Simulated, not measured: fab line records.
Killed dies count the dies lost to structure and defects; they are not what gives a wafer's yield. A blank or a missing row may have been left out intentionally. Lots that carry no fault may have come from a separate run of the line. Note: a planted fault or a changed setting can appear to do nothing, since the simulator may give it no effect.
fab line records	flow sky130
record: lots: 11	wafers: 31	last_day: 50
route steps=708 shown SD_P@359 LI_CONTACT@376 LOCAL_INTERCONNECT@387 PAD_OPEN@708
lots with no fault: from the same line, run without faults
start_h: hours from the record's first day to the start of the lot's first wafer shown	wait_h: hours elapsed since this lot's preceding step	" the same as in the row above	L1.1+2: several wafers, shown together as one row	- no value, or no start given	* or withheld: withheld	< > ~ a bound
route shown NAME@n: NAME is a module with steps in the file, n the number in the route of the first one	usual: mean and standard deviation over wafers with no fault	same: alike in all rows	chamber/n: place in a boat	sites: the reading at each site	_std_site: standard deviation across them	_edge_site: inner sites' mean taken away from outer sites' mean	radius_mm: for every site, how far away it sits from the centre of the wafer	mask NAME#n: copy n	behind: tool/chamber where the wafer was last shaped	hold: cause of the lot's hold/its duration in hours/its outcome	device: transistor that didn't switch, given as n, p or np	end of line: the route-end tests of the same wafers	a step with no rows: only its recipe	killed: dies lost to structure and defects at the first sort, not the wafer's yield	map: per-die view of a wafer (x killed, . not killed, _ where there is no die)
set.NAME: the run value of the setting; set.NAME@STEP: its run value at that earlier step	model.NAME: the simulator's own value behind a step, which no gauge read
one table for each step of the route and one row for each wafer, over a sample of lots
services: the hour from which a tool's chamber was out of use, counted from the record's first day as start_h (under 0 if before that day), plus the number of hours and why
== steps ==
step: SKY_SD_N_RS_MEAS_17
recipe: thk_meas_gauge: four-point-probe
usual: SD_P_RS: 147.2/0.41
lot.wafer	tool	chamber	start_h	wait_h	SD_P_RS[ohm/sq]
L130.3	film_metro-01	-	670.63	0.1	147.0
L130.4	"	-	"	"	147.4
L130.6	"	-	"	"	146.5
L137.1	film_metro-01	-	719.30	0.1	147.8
L137.4	"	-	"	"	148.0
L138.1	film_metro-03	-	730.99	0.1	147.8
L138.2	"	-	"	"	147.7
L138.3	"	-	"	"	147.3
L139.1	film_metro-03	-	734.65	0.1	147.7
L139.6	"	-	"	"	147.9
L141.2	film_metro-03	-	749.32	0.1	147.3
L141.5	"	-	"	"	147.2
L141.6	"	-	"	"	147.5
L142.1	film_metro-01	-	758.99	0.1	146.7
L142.2	"	-	"	"	146.7
L142.3	"	-	"	"	146.8
L143.4	film_metro-03	-	773.90	0.1	147.4
L143.5	"	-	"	"	146.9
L143.6	"	-	"	"	147.6
L148.1	film_metro-03	-	804.73	0.1	147.4
L148.2	"	-	"	"	147.6
L148.5	"	-	"	"	147.6
L149.1	film_metro-01	-	808.88	0.1	147.7
L149.2	"	-	"	"	147.5
L149.5	"	-	"	"	147.8
L150.3	film_metro-03	-	818.29	0.1	147.8
L150.4	"	-	"	"	147.7
L150.6	"	-	"	"	147.9
L151.1	film_metro-04	-	825.55	0.1	146.9
L151.3	"	-	"	"	147.0
L151.5	"	-	"	"	146.5
step: SKY_LI_CONTACT_ETCH_14
recipe: chemistry: N2/H2	target: BARC	ion_energy_ev: 200	source_w: 500	bias_w: 100	pressure_mtorr: 30	n2_flow_sccm: 100	h2_flow_sccm: 200	stop_on: SiO2	time_s: 45.9	target_depth_a: 600
usual: chamber_pressure_mTorr: 30.003/0.026	drypump_motor_current_A: 5.7/0.47	oes_product_au: 0.854/0.0051	throttle_valve_pct: 13.224/0.0081
lot.wafer	tool	chamber	start_h	wait_h	chamber_pressure_mTorr	drypump_motor_current_A	oes_product_au	rf_hours_counter_h	throttle_valve_pct
L130.3	rie_diel-03	3	699.24	0.0	29.989	6.1	0.851	12	13.218
L130.4	"	1	"	"	29.997	6.0	0.861	9	13.212
L130.6	"	2	"	"	29.980	6.0	0.854	-	13.220
L137.1	rie_diel-03	0	747.49	0.0	29.979	6.2	0.858	2	13.222
L137.4	"	3	"	"	29.963	6.1	0.857	-	13.235
L138.1	rie_diel-03	3	759.24	0.0	30.045	6.1	0.857	14	13.232
L138.2	"	0	"	"	30.009	6.2	0.846	3	13.217
L138.3	"	1	"	"	30.023	6.0	0.850	11	13.226
L139.1	rie_diel-04	0	762.48	0.0	30.011	5.9	0.847	11	13.232
L139.6	"	2	"	"	29.991	5.6	0.842	-	13.222
L141.2	rie_diel-03	2	777.04	0.0	29.980	6.1	0.847	0	13.220
L141.5	"	0	"	"	29.960	6.2	0.855	-	13.225
L141.6	"	3	"	"	30.018	6.1	0.855	-	13.223
L142.1	rie_diel-04	2	786.11	0.0	30.027	5.6	0.853	6	13.238
L142.2	"	3	"	"	29.984	5.0	0.846	41	13.214
L142.3	"	1	"	"	29.993	5.9	0.853	22	13.219
L143.4	rie_diel-04	1	800.12	0.0	30.061	5.9	0.852	-	13.211
L143.5	"	2	"	"	30.021	5.6	0.848	-	13.220
L143.6	"	0	"	"	29.958	5.9	0.856	-	13.231
L148.1	rie_diel-01	1	831.75	0.0	30.008	5.2	0.852	21	13.221
L148.2	"	3	"	"	29.971	5.1	0.862	6	13.232
L148.5	"	1	"	"	30.017	5.2	0.856	-	13.212
L149.1	rie_diel-03	3	836.54	0.0	30.035	6.1	0.858	16	13.232
L149.2	"	1	"	"	29.969	6.0	0.854	13	13.231
L149.5	"	0	"	"	30.014	6.2	0.854	-	13.217
L150.3	rie_diel-01	3	845.33	0.0	29.958	5.0	0.845	7	13.226
L150.4	"	0	"	"	29.958	5.0	0.853	15	13.236
L150.6	"	2	"	"	29.992	5.8	0.857	-	13.207
L151.1	rie_diel-03	1	852.43	0.0	30.043	6.0	0.852	13	13.229
L151.3	"	3	"	"	30.023	6.1	0.860	16	13.222
L151.5	"	0	"	"	30.009	6.2	0.861	-	13.202
step: SKY_LOCAL_INTERCONNECT_SPUTTER_00
recipe: material: TiN	target_thk_nm: 100	temp_c: 300	power_w: 6500	time_s: 83.3	chamber_pressure_pa: 0.4
usual: throttle_valve_pct: 29.8/0.67
lot.wafer	tool	chamber	start_h	wait_h	throttle_valve_pct
L130.3	pvd_sputter-01	-	700.46	0.2	30.1
L130.4	"	-	"	"	29.2
L130.6	"	-	"	"	29.1
L137.1	pvd_sputter-01	-	748.67	0.2	29.9
L137.4	"	-	"	"	29.1
L138.1	pvd_sputter-01	-	760.41	0.1	29.2
L138.2	"	-	"	"	30.0
L138.3	"	-	"	"	30.2
L139.1	pvd_sputter-01	-	763.64	0.1	29.2
L139.6	"	-	"	"	30.1
L141.2	pvd_sputter-03	-	778.22	0.2	29.8
L141.5	"	-	"	"	29.9
L141.6	"	-	"	"	30.7
L142.1	pvd_sputter-02	-	787.50	0.1	30.1
L142.2	"	-	"	"	31.1
L142.3	"	-	"	"	29.7
L143.4	pvd_sputter-02	-	801.28	0.1	29.0
L143.5	"	-	"	"	30.9
L143.6	"	-	"	"	30.7
L148.1	pvd_sputter-01	-	832.93	0.2	29.3
L148.2	"	-	"	"	30.0
L148.5	"	-	"	"	29.2
L149.1	pvd_sputter-01	-	837.75	0.2	29.9
L149.2	"	-	"	"	28.9
L149.5	"	-	"	"	30.0
L150.3	pvd_sputter-01	-	846.49	0.2	29.0
L150.4	"	-	"	"	30.0
L150.6	"	-	"	"	30.3
L151.1	pvd_sputter-01	-	853.59	0.1	29.1
L151.3	"	-	"	"	29.8
L151.5	"	-	"	"	30.0
step: SKY_LOCAL_INTERCONNECT_RS_MEAS_01
recipe: thk_meas_gauge: four-point-probe	reads: TiN_of_LOCAL_INTERCONNECT_SPUTTER_00
usual: LOCAL_INTERCONNECT_TIN_RS: 14.20/0.14
lot.wafer	tool	chamber	start_h	wait_h	LOCAL_INTERCONNECT_TIN_RS[ohm/sq]
L130.3	film_metro-01	-	700.56	0.1	14.10
L130.4	"	-	"	"	14.26
L130.6	"	-	"	"	14.30
L137.1	film_metro-03	-	748.74	0.0	12.77
L137.4	"	-	"	"	12.94
L138.1	film_metro-03	-	760.47	0.0	12.60
L138.2	"	-	"	"	14.03
L138.3	"	-	"	"	13.97
L139.1	film_metro-01	-	763.71	0.0	12.56
L139.6	"	-	"	"	14.09
L141.2	film_metro-01	-	778.31	0.1	14.06
L141.5	"	-	"	"	14.13
L141.6	"	-	"	"	14.20
L142.1	film_metro-01	-	787.56	0.0	14.11
L142.2	"	-	"	"	14.03
L142.3	"	-	"	"	14.17
L143.4	film_metro-02	-	801.40	0.1	14.37
L143.5	"	-	"	"	14.25
L143.6	"	-	"	"	14.26
L148.1	film_metro-01	-	832.99	0.0	14.00
L148.2	"	-	"	"	13.94
L148.5	"	-	"	"	14.03
L149.1	film_metro-01	-	837.81	0.0	14.13
L149.2	"	-	"	"	14.17
L149.5	"	-	"	"	14.16
L150.3	film_metro-03	-	846.59	0.1	14.31
L150.4	"	-	"	"	14.16
L150.6	"	-	"	"	14.13
L151.1	film_metro-02	-	853.66	0.0	14.22
L151.3	"	-	"	"	14.21
L151.5	"	-	"	"	14.11
step: SKY_LOCAL_INTERCONNECT_THK_MEAS_02
recipe: thk_meas_gauge: xrf	reads: TiN_of_LOCAL_INTERCONNECT_SPUTTER_00
usual: LOCAL_INTERCONNECT_TIN_THK: 99.2/1
lot.wafer	tool	chamber	start_h	wait_h	LOCAL_INTERCONNECT_TIN_THK[nm]
L130.3	film_metro-01	-	700.66	0.1	100.1
L130.4	"	-	"	"	99.0
L130.6	"	-	"	"	98.6
L137.1	film_metro-03	-	748.86	0.1	109.5
L137.4	"	-	"	"	108.5
L138.1	film_metro-03	-	760.59	0.1	110.8
L138.2	"	-	"	"	100.1
L138.3	"	-	"	"	100.5
L139.1	film_metro-01	-	763.83	0.1	110.7
L139.6	"	-	"	"	99.3
L141.2	film_metro-01	-	778.42	0.1	100.0
L141.5	"	-	"	"	99.8
L141.6	"	-	"	"	99.5
L142.1	film_metro-01	-	787.68	0.1	99.2
L142.2	"	-	"	"	99.9
L142.3	"	-	"	"	99.6
L143.4	film_metro-02	-	801.49	0.1	97.9
L143.5	"	-	"	"	99.3
L143.6	"	-	"	"	99.2
L148.1	film_metro-01	-	833.11	0.1	100.3
L148.2	"	-	"	"	100.7
L148.5	"	-	"	"	100.5
L149.1	film_metro-01	-	837.93	0.1	99.3
L149.2	"	-	"	"	99.2
L149.5	"	-	"	"	99.5
L150.3	film_metro-03	-	846.69	0.1	98.3
L150.4	"	-	"	"	99.1
L150.6	"	-	"	"	99.8
L151.1	film_metro-02	-	853.78	0.1	99.2
L151.3	"	-	"	"	99.1
L151.5	"	-	"	"	99.5
step: SKY_LOCAL_INTERCONNECT_OVL_MEAS_12
usual: LOCAL_INTERCONNECT_OVL: -3/5.6
lot.wafer	tool	chamber	start_h	wait_h	LOCAL_INTERCONNECT_OVL[nm]
L130.3	overlay-01	-	728.65	0.1	-5
L130.4	"	-	"	"	1
L130.6	"	-	"	"	-2
L137.1	overlay-01	-	775.71	0.1	1
L137.4	"	-	"	"	-10
L138.1	overlay-01	-	786.39	0.1	1
L138.2	"	-	"	"	-7
L138.3	"	-	"	"	2
L139.1	overlay-01	-	790.69	0.1	5
L139.6	"	-	"	"	4
L141.2	overlay-02	-	804.96	0.1	-2
L141.5	"	-	"	"	1
L141.6	"	-	"	"	-2
L142.1	overlay-02	-	813.94	0.1	-16
L142.2	"	-	"	"	-13
L142.3	"	-	"	"	-7
L143.4	overlay-01	-	827.86	0.1	6
L143.5	"	-	"	"	2
L143.6	"	-	"	"	1
L148.1	overlay-02	-	859.41	0.1	-7
L148.2	"	-	"	"	-6
L148.5	"	-	"	"	-9
L149.1	overlay-01	-	863.89	0.1	-12
L149.2	"	-	"	"	-3
L149.5	"	-	"	"	-4
L150.3	overlay-02	-	872.65	0.1	3
L150.4	"	-	"	"	-5
L150.6	"	-	"	"	-6
L151.1	overlay-02	-	879.06	0.1	-3
L151.3	"	-	"	"	3
L151.5	"	-	"	"	1
step: SKY_LOCAL_INTERCONNECT_METAL_ETCH_14
recipe: target_depth_nm: 110	stop_on: PSG	chemistry: Cl2/BCl3	target: TiN	resist_sidewall_deg: 88	pressure_mtorr: 10	icp_w: 900	bias_w: 48.5	Cl2_flow_sccm: 60	bcl3_flow_sccm: 30	time_s: 31.4
usual: chamber_pressure_mTorr: 9.999/0.0094	drypump_motor_current_A: 5.8/0.49	oes_product_au: 0.940/0.0066	throttle_valve_pct: 21.902/0.011
lot.wafer	tool	chamber	start_h	wait_h	chamber_pressure_mTorr	drypump_motor_current_A	oes_product_au	rf_hours_counter_h	throttle_valve_pct
L130.3	rie_metal-03	1	728.76	0.0	10.006	5.9	0.935	-	21.906
L130.4	"	0	"	"	9.998	5.2	0.937	-	21.908
L130.6	"	0	"	"	10.009	5.2	0.940	-	21.900
L137.1	rie_metal-03	0	775.81	0.0	9.994	5.2	1.001	14	21.862
L137.4	"	0	"	"	10.007	5.2	0.991	-	21.878
L138.1	rie_metal-01	0	786.49	0.0	10.001	5.8	1.002	6	21.855
L138.2	"	1	"	"	9.987	6.4	0.951	4	21.908
L138.3	"	0	"	"	10.001	5.8	0.946	-	21.879
L139.1	rie_metal-03	0	790.79	0.0	9.983	5.2	1.005	15	21.866
L139.6	"	0	"	"	9.997	5.2	0.945	-	21.896
L141.2	rie_metal-01	0	805.05	0.0	10.004	5.8	0.944	7	21.891
L141.5	"	0	"	"	10.009	5.8	0.946	-	21.899
L141.6	"	1	"	"	9.983	6.4	0.935	-	21.901
L142.1	rie_metal-01	1	814.04	0.0	10.005	6.4	0.948	5	21.911
L142.2	"	0	"	"	9.998	5.8	0.941	7	21.901
L142.3	"	1	"	"	9.993	6.4	0.942	-	21.909
L143.4	rie_metal-03	0	827.96	0.0	10.003	5.2	0.936	-	21.917
L143.5	"	0	"	"	10.000	5.2	0.944	-	21.897
L143.6	"	1	"	"	9.990	5.9	0.942	-	21.911
L148.1	rie_metal-01	1	859.51	0.0	10.010	6.4	0.950	7	21.909
L148.2	"	0	"	"	10.002	5.8	0.951	9	21.918
L148.5	"	0	"	"	9.981	5.8	0.950	-	21.889
L149.1	rie_metal-01	1	863.99	0.0	9.980	6.4	0.935	7	21.910
L149.2	"	0	"	"	10.007	5.8	0.935	9	21.889
L149.5	"	1	"	"	9.989	6.4	0.931	-	21.908
L150.3	rie_metal-01	0	872.76	0.0	9.996	5.8	0.931	-	21.897
L150.4	"	1	"	"	9.996	6.4	0.936	-	21.924
L150.6	"	0	"	"	10.003	5.8	0.939	-	21.916
L151.1	rie_metal-01	1	879.16	0.0	9.995	6.4	0.937	8	21.905
L151.3	"	0	"	"	9.986	5.8	0.938	-	21.904
L151.5	"	0	"	"	10.015	5.8	0.932	-	21.903
step: SKY_PAD_OPEN_PROBE_99
usual: killed_at_M0_to_M3: 44/7	killed_at_M4_up: 3.1/1.8	killed_at_contacts: 25/5.1	killed_at_front_end: 15/4.3	killed_at_other: 0.3/0.61	killed_dies: 87/9.8	killed_open: 48/7	killed_short: 38/6.3
same: gross_dies: 492	killed_at_back_side: 0
lot.wafer	tool	chamber	start_h	wait_h	killed_at_M0_to_M3	killed_at_M4_up	killed_at_contacts	killed_at_front_end	killed_at_other	killed_dies	killed_open	killed_short
L130.3	prober-02	-	1091.94	0.2	49	1	26	9	0	85	49	36
L130.4	prober-02	-	1091.99	0.2	33	4	29	11	0	77	41	35
L130.6	prober-02	-	1092.09	0.2	36	2	18	16	0	72	37	35
L137.1	prober-01	-	1129.46	0.1	38	2	22	11	0	73	39	34
L137.4	prober-01	-	1129.61	0.2	69	1	17	17	0	104	61	43
L138.1	prober-02	-	1136.29	0.1	44	6	19	8	0	77	39	37
L138.2	prober-02	-	1136.34	0.1	47	5	32	14	0	98	58	39
L138.3	prober-02	-	1136.39	0.2	53	3	40	18	1	115	64	50
L139.1	prober-01	-	1138.25	0.1	51	5	30	17	0	103	58	44
L139.6	prober-01	-	1138.50	0.2	42	4	31	14	0	91	52	38
L141.2	prober-01	-	1150.92	0.1	42	3	35	16	1	97	49	48
L141.5	prober-01	-	1151.07	0.2	42	4	28	12	0	86	47	39
L141.6	prober-01	-	1151.12	0.2	44	5	23	16	0	88	56	32
L142.1	prober-02	-	1154.54	0.1	41	2	23	20	0	86	39	47
L142.2	prober-02	-	1154.59	0.1	44	4	22	17	1	88	45	41
L142.3	prober-02	-	1154.64	0.2	36	4	26	14	0	80	48	31
L143.4	prober-01	-	1163.19	0.2	42	3	30	12	1	88	45	43
L143.5	prober-01	-	1163.24	0.2	40	3	29	14	0	86	54	32
L143.6	prober-01	-	1163.29	0.2	52	1	30	7	0	90	56	34
L148.1	prober-02	-	1186.00	0.1	41	5	24	16	0	86	45	41
L148.2	prober-02	-	1186.05	0.1	39	4	25	17	1	86	44	42
L148.5	prober-02	-	1186.20	0.2	32	3	24	20	0	79	45	34
L149.1	prober-01	-	1189.62	0.1	40	5	14	5	0	64	35	29
L149.2	prober-01	-	1189.67	0.1	50	2	19	19	0	90	47	43
L149.5	prober-01	-	1189.82	0.2	46	8	25	15	0	94	52	42
L150.3	prober-02	-	1193.79	0.2	58	3	27	17	0	105	54	50
L150.4	prober-02	-	1193.84	0.2	41	2	22	11	0	76	44	32
L150.6	prober-02	-	1193.94	0.2	52	5	21	9	0	87	60	27
L151.1	prober-01	-	1196.04	0.1	48	3	29	16	1	97	53	44
L151.3	prober-01	-	1196.14	0.2	47	4	34	15	0	100	58	40
L151.5	prober-01	-	1196.24	0.2	35	5	24	12	0	76	45	30
killed by level:class
L130.3 LI_CONTACT:geometric_particle:open=12 VIA1:geometric_particle:open=12 METAL2:geometric_particle:short=6 VIA2:geometric_particle:open=6 VIA3:geometric_particle:open=6 LOCAL_INTERCONNECT:geometric_particle:short=5 VIA3:geometric_particle:short=5 POLY_GATE:geometric_particle:open=4
L130.4 LOCAL_INTERCONNECT:geometric_particle:short=8 VIA1:geometric_particle:open=7 LI_CONTACT:geometric_particle:open=6 CONTACT:geometric_particle:open=6 VIA2:geometric_particle:open=5 VIA3:geometric_particle:open=5 METAL1:geometric_particle:open=4 METAL1:geometric_particle:short=4
L130.6 VIA1:geometric_particle:open=11 LI_CONTACT:geometric_particle:open=7 FIELD_ISO:geometric_particle:short=6 METAL1:geometric_particle:short=4 METAL2:geometric_particle:short=4 VIA3:geometric_particle:open=4 LOCAL_INTERCONNECT:geometric_particle:open=3 POLY_GATE:geometric_particle:short=3
L137.1 VIA1:geometric_particle:open=11 CONTACT:geometric_particle:short=7 VIA1:geometric_particle:short=7 VIA2:geometric_particle:short=7 CONTACT:geometric_particle:open=6 LI_CONTACT:geometric_particle:open=4 METAL2:geometric_particle:short=4 SPACER:geometric_particle:open=3
L137.4 VIA1:geometric_particle:open=21 VIA3:geometric_particle:open=12 VIA2:geometric_particle:open=10 VIA2:geometric_particle:short=7 VIA1:geometric_particle:short=7 CONTACT:geometric_particle:open=6 POLY_GATE:geometric_particle:short=5 METAL2:geometric_particle:short=5
L138.1 VIA1:geometric_particle:open=9 VIA2:geometric_particle:open=9 VIA1:geometric_particle:short=7 CONTACT:geometric_particle:short=6 METAL2:geometric_particle:short=5 VIA3:geometric_particle:open=5 METAL4:geometric_particle:short=5 LI_CONTACT:geometric_particle:open=4
L138.2 CONTACT:geometric_particle:open=12 VIA3:geometric_particle:open=10 VIA1:geometric_particle:open=9 CONTACT:geometric_particle:short=7 LI_CONTACT:geometric_particle:open=6 LOCAL_INTERCONNECT:geometric_particle:short=6 VIA2:geometric_particle:open=6 METAL1:geometric_particle:short=5
L138.3 VIA3:geometric_particle:open=12 LI_CONTACT:geometric_particle:open=10 CONTACT:geometric_particle:open=9 VIA2:geometric_particle:open=9 CONTACT:geometric_particle:short=8 VIA1:geometric_particle:open=7 LOCAL_INTERCONNECT:geometric_particle:short=6 METAL1:geometric_particle:short=6
L139.1 VIA1:geometric_particle:open=14 CONTACT:geometric_particle:open=11 LI_CONTACT:geometric_particle:open=8 VIA2:geometric_particle:open=6 LI_CONTACT:geometric_particle:short=5 VIA2:geometric_particle:short=5 FIELD_ISO:geometric_particle:open=4 METAL1:geometric_particle:short=4
L139.6 VIA1:geometric_particle:open=12 LI_CONTACT:geometric_particle:open=10 VIA2:geometric_particle:open=8 CONTACT:geometric_particle:open=7 CONTACT:geometric_particle:short=6 VIA3:geometric_particle:open=4 FIELD_ISO:geometric_particle:open=4 VIA1:geometric_particle:short=4
L141.2 LI_CONTACT:geometric_particle:open=12 CONTACT:geometric_particle:open=12 METAL1:geometric_particle:short=8 VIA1:geometric_particle:open=7 CONTACT:geometric_particle:short=6 VIA3:geometric_particle:open=6 VIA2:geometric_particle:open=5 POLY_GATE:geometric_particle:short=5
L141.5 CONTACT:geometric_particle:open=10 LI_CONTACT:geometric_particle:open=9 CONTACT:geometric_particle:short=8 VIA3:geometric_particle:open=7 METAL2:geometric_particle:short=7 VIA1:geometric_particle:open=6 FIELD_ISO:geometric_particle:open=5 VIA1:geometric_particle:short=5
L141.6 VIA1:geometric_particle:open=11 VIA1:geometric_particle:short=7 VIA3:geometric_particle:open=7 POLY_GATE:geometric_particle:open=6 LI_CONTACT:geometric_particle:open=6 CONTACT:geometric_particle:open=6 METAL1:geometric_particle:short=5 VIA2:geometric_particle:open=5
L142.1 CONTACT:geometric_particle:short=8 VIA1:geometric_particle:open=7 VIA2:geometric_particle:open=7 POLY_GATE:geometric_particle:short=6 VIA3:geometric_particle:open=6 FIELD_ISO:geometric_particle:short=5 POLY_GATE:geometric_particle:open=5 LI_CONTACT:geometric_particle:open=5
L142.2 VIA1:geometric_particle:short=9 CONTACT:geometric_particle:open=8 METAL1:geometric_particle:short=7 VIA1:geometric_particle:open=7 VIA2:geometric_particle:open=7 FIELD_ISO:geometric_particle:short=6 LOCAL_INTERCONNECT:geometric_particle:short=5 LI_CONTACT:geometric_particle:short=4
L142.3 CONTACT:geometric_particle:open=12 VIA1:geometric_particle:open=8 VIA3:geometric_particle:open=8 VIA2:geometric_particle:open=6 POLY_GATE:geometric_particle:short=4 LI_CONTACT:geometric_particle:short=4 CONTACT:geometric_particle:short=4 VIA1:geometric_particle:short=4
L143.4 CONTACT:geometric_particle:open=14 VIA1:geometric_particle:open=11 CONTACT:geometric_particle:short=7 VIA1:geometric_particle:short=7 FIELD_ISO:geometric_particle:short=5 METAL3:geometric_particle:short=5 LI_CONTACT:geometric_particle:open=4 METAL2:geometric_particle:short=4
L143.5 CONTACT:geometric_particle:open=16 VIA1:geometric_particle:open=11 METAL2:geometric_particle:short=7 FIELD_ISO:geometric_particle:open=6 POLY_GATE:geometric_particle:open=5 CONTACT:geometric_particle:short=5 LI_CONTACT:geometric_particle:open=4 VIA2:geometric_particle:open=4
L143.6 VIA1:geometric_particle:open=14 LI_CONTACT:geometric_particle:open=13 VIA3:geometric_particle:open=9 CONTACT:geometric_particle:open=9 METAL2:geometric_particle:short=7 VIA2:geometric_particle:open=6 LI_CONTACT:geometric_particle:short=5 VIA1:geometric_particle:short=4
L148.1 VIA1:geometric_particle:open=10 METAL2:geometric_particle:short=8 LI_CONTACT:geometric_particle:open=7 VIA3:geometric_particle:open=7 CONTACT:geometric_particle:short=6 CONTACT:geometric_particle:open=6 METAL1:geometric_particle:short=6 POLY_GATE:geometric_particle:short=5
L148.2 VIA1:geometric_particle:open=11 CONTACT:geometric_particle:open=8 VIA2:geometric_particle:open=8 METAL2:geometric_particle:short=6 POLY_GATE:geometric_particle:short=6 LOCAL_INTERCONNECT:geometric_particle:short=6 FIELD_ISO:geometric_particle:open=4 LI_CONTACT:geometric_particle:short=4
L148.5 CONTACT:geometric_particle:open=12 LI_CONTACT:geometric_particle:open=6 METAL1:geometric_particle:short=6 VIA2:geometric_particle:open=6 VIA3:geometric_particle:open=5 FIELD_ISO:geometric_particle:short=4 POLY_GATE:geometric_particle:short=4 VIA3:geometric_particle:short=4
L149.1 VIA1:geometric_particle:open=13 METAL2:geometric_particle:short=10 LI_CONTACT:geometric_particle:open=8 VIA3:geometric_particle:open=7 METAL4:geometric_particle:short=4 POLY_GATE:geometric_particle:open=3 METAL1:geometric_particle:short=3 POLY_GATE:geometric_particle:short=2
L149.2 VIA1:geometric_particle:open=11 VIA3:geometric_particle:open=8 FIELD_ISO:geometric_particle:open=7 VIA1:geometric_particle:short=7 CONTACT:geometric_particle:open=6 METAL2:geometric_particle:short=5 CONTACT:geometric_particle:short=4 METAL1:geometric_particle:short=4
L149.5 VIA1:geometric_particle:open=10 CONTACT:geometric_particle:open=9 LI_CONTACT:geometric_particle:open=8 METAL2:geometric_particle:short=7 VIA3:geometric_particle:open=7 VIA2:geometric_particle:open=5 METAL4:geometric_particle:short=5 FIELD_ISO:geometric_particle:open=4
L150.3 VIA1:geometric_particle:open=16 METAL1:geometric_particle:short=10 VIA3:geometric_particle:open=9 CONTACT:geometric_particle:open=8 LI_CONTACT:geometric_particle:open=7 FIELD_ISO:geometric_particle:short=5 LI_CONTACT:geometric_particle:short=4 CONTACT:geometric_particle:short=4
L150.4 VIA1:geometric_particle:open=14 CONTACT:geometric_particle:open=8 LI_CONTACT:geometric_particle:open=7 VIA3:geometric_particle:open=6 VIA1:geometric_particle:short=5 POLY_GATE:geometric_particle:short=3 LOCAL_INTERCONNECT:geometric_particle:short=3 VIA3:geometric_particle:short=3
L150.6 VIA1:geometric_particle:open=15 VIA2:geometric_particle:open=13 VIA3:geometric_particle:open=10 CONTACT:geometric_particle:open=9 LI_CONTACT:geometric_particle:open=5 VIA1:geometric_particle:short=4 CONTACT:geometric_particle:short=3 METAL4:geometric_particle:short=3
L151.1 LI_CONTACT:geometric_particle:open=11 VIA1:geometric_particle:open=11 CONTACT:geometric_particle:open=10 VIA2:geometric_particle:open=9 METAL3:geometric_particle:short=8 FIELD_ISO:geometric_particle:short=5 POLY_GATE:geometric_particle:short=5 VIA3:geometric_particle:short=5
L151.3 LI_CONTACT:geometric_particle:open=14 VIA2:geometric_particle:open=10 VIA3:geometric_particle:open=9 METAL1:geometric_particle:short=7 VIA1:geometric_particle:open=7 FIELD_ISO:geometric_particle:open=5 LOCAL_INTERCONNECT:geometric_particle:short=5 CONTACT:geometric_particle:open=5
L151.5 LI_CONTACT:geometric_particle:open=8 VIA2:geometric_particle:open=8 CONTACT:geometric_particle:short=6 CONTACT:geometric_particle:open=6 VIA1:geometric_particle:open=6 METAL1:geometric_particle:short=5 POLY_GATE:geometric_particle:open=4 POLY_GATE:geometric_particle:short=3
== services ==
tool	chamber	start_h	hours	kind
rie_diel-04	-	679.77	0.2	repair
rie_diel-04	2	688.11	2.5	repair
rie_diel-04	0	693.84	6.4	repair
rie_diel-03	2	714.51	40.5	repair
pvd_sputter-03	-	719.28	15.5	repair
pvd_sputter-01	-	726.07	4.4	repair
pvd_sputter-01	-	729.41	4.2	repair
pvd_sputter-02	-	738.38	4.9	repair
rie_diel-01	2	748.56	4.4	repair
rie_diel-03	2	755.01	-	clean
rie_diel-03	2	755.01	14.3	scheduled_down
rie_diel-03	2	755.01	14.3	vent_cycle
pvd_sputter-01	0	769.25	-	consumable_replace:kit
pvd_sputter-01	0	769.25	18.0	scheduled_down
pvd_sputter-01	0	769.25	18.0	vent_cycle
pvd_sputter-02	-	772.08	10.3	repair
pvd_sputter-01	-	789.20	3.5	repair
rie_diel-04	1	804.57	18.5	repair
rie_diel-03	0	810.73	6.6	repair
rie_metal-03	-	811.11	0.1	repair
pvd_sputter-01	-	833.08	3.0	repair
rie_diel-01	2	834.00	8.0	repair
rie_metal-03	0	855.82	-	clean
rie_diel-04	2	876.31	1.4	repair
== key ==
first_sign: step: SKY_LOCAL_INTERCONNECT_RS_MEAS_01	reading: LOCAL_INTERCONNECT_TIN_RS	direction: down	sigmas: 10	usual: 14.20	struck: 12.72
effect: step: SKY_LOCAL_INTERCONNECT_THK_MEAS_02	reading: LOCAL_INTERCONNECT_TIN_THK	direction: up	sigmas: 10	usual: 99.2	struck: 109.9
effect: step: SKY_LOCAL_INTERCONNECT_METAL_ETCH_14	reading: oes_product_au	direction: up	sigmas: 9.2	usual: 0.940	struck: 1.000
met_at SKY_LOCAL_INTERCONNECT_SPUTTER_00
struck_lots L137,L138,L139
struck_wafers L137.1,L137.4,L138.1,L139.1
tester_left_out L137,L138,L139
not_acting_at SKY_SD_N_RS_MEAS_17,SKY_LI_CONTACT_ETCH_14,SKY_LOCAL_INTERCONNECT_OVL_MEAS_12
onset_between 700.46 748.67
fault: kind: process_parameter_drift	tool: pvd_sputter-01	chamber: -	onset_h: 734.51	steps: SKY_LOCAL_INTERCONNECT_SPUTTER_00	channel: time_s	offset: *	shape: step	end_h: 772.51	scope: struck_wafers_only	acts_in: *	stated: *
tester_left_out: of these lots the tester's yield and bins aren't shown, on N5 and GAA mostly nor the transistor test; their killed dies are dies lost to structure and defects alone, not to doping, threshold or leakage, so they don't give the yield
